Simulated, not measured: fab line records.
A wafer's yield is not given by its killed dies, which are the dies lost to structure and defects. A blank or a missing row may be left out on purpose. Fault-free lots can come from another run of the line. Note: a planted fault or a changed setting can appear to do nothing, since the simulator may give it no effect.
Which tool did it? + flow sfq-line + 43 wafers sampled from 15 lots at 1 step of a route of 325

== WHAT EACH GAUGE READ, for each wafer ==
SFQ_R5_OVL_MEAS_935.
| lot  | measured     | on         | R5_OVL (nm) |
|------|--------------|------------|-------------|
| L219 | day 52 00:24 | overlay-02 | -6 -1 -5    |
| L220 | day 52 02:48 | overlay-02 | 9 2 12      |
| L222 | day 52 08:48 | overlay-02 | 3 5 0       |
| L223 | day 53 05:12 | overlay-01 | 6 5 9       |
| L224 | day 53 06:24 | overlay-01 | -1 -6 -5    |
| L225 | day 53 19:09 | overlay-02 | 5 0 5       |
| L226 | day 53 22:45 | overlay-02 | -6 1 -3     |
| L227 | day 54 03:34 | overlay-02 | -2 -4       |
| L228 | day 54 04:45 | overlay-02 | 3 0 -1      |
| L229 | day 54 16:34 | overlay-01 | -1 -1       |
| L236 | day 56 22:40 | overlay-01 | 10 9 7      |
| L238 | day 57 15:52 | overlay-01 | 4 5 3       |
| L239 | day 57 17:04 | overlay-01 | 7 2 -2      |
| L241 | day 58 02:40 | overlay-02 | -2 3 0      |
| L242 | day 58 05:04 | overlay-02 | 7 7 2       |

== EACH LOT AND THE TOOL THAT RAN IT (in order: tool; ch and the chambers of the sampled wafers; start) ==
The record shows no process step preceding these readings.

== WHAT THE TOOLS THEMSELVES READ (means of the sampled wafers that have a number; where no wafer has one, the mark that the record gives instead) ==
The record holds no such reading with a usual standard deviation.

== THE ANSWER, worked out from the rows above alone ==
Rule: the usual values come from the lots themselves. Put in order of their means at a reading, lots are off if they are a third of the lots or fewer, leave a main group of 4 or more, and stand apart from it by a gap of 3 or more times the standard deviation of the main group's means; of several such gaps the widest counts. A main group whose means are all the same, to the digits that the tables above print for the reading, isn't used. A lot without any number at a reading at which 4 lots or more have one is off too. Where the step has rows for the other lots, those lots are counted as sound. The gauges are gone through in route order, then the tools' own readings, and for those a lot's mean is taken as printed above. At the first step where some lot is off, the reading lying furthest off is the one used; lots without a number count as furthest.
Nothing can be told from this: no lot is off at any reading shown.

== WHAT THE SIMULATOR HAD INSERTED ==
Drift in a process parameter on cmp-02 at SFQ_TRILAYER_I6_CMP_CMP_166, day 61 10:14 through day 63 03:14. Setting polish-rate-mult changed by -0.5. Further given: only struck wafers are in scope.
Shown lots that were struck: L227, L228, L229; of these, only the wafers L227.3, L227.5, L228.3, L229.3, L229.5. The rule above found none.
